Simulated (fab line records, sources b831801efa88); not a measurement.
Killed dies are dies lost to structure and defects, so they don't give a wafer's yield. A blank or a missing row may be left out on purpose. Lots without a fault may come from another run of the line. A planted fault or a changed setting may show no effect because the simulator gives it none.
Chamber matching | flow gf180mcu | GF_V4_ETCH_16 on rie_diel-03: 4 sister chambers
The step etches BARC in N2/H2. 4 wafers are shown with their chamber, then 9 later ones without.

WAFERS WITH THEIR CHAMBER
wafer  | chamber | drypump_motor_current_A (A)
L083.3 | 2       | 5.9
L086.2 | 3       | 6.3
L086.3 | 1       | 5.7
L086.4 | 0       | 6.1

WAFERS WITHOUT THEIR CHAMBER
wafer  | drypump_motor_current_A (A)
L088.2 | 6.4
L088.3 | 6.1
L088.4 | 5.7
L089.1 | 5.9
L089.2 | 6.3
L089.3 | 5.7
L097.1 | 6.1
L097.3 | 6.4
L097.6 | 6.1

WHICH CHAMBER EACH WENT THROUGH
wafer  | from the rows above | in truth
L088.2 | 3                   | 3
L088.3 | 0                   | 0
L088.4 | 1                   | 1
L089.1 | 2                   | 2
L089.2 | 3                   | 3
L089.3 | 1                   | 1
L097.1 | 0                   | 0
L097.3 | 3                   | 3
L097.6 | 0                   | 0
Placed correctly: 9 of 9. Can't be placed from these rows: 0. Placed wrongly: 0.
How it was worked out, from the rows above alone: a wafer's distance from a chamber is the root of the sum, over the readings, of the square of ((its reading less the chamber's mean) divided by the reading's scatter). The wafer belongs to the nearest chamber; if the next one is less than 2 further off, it can't be placed. A chamber's mean is the mean of its shown wafers. The scatter: with one shown wafer a chamber, the root of the mean of the squares of how far each hidden wafer lies from its nearest shown one.
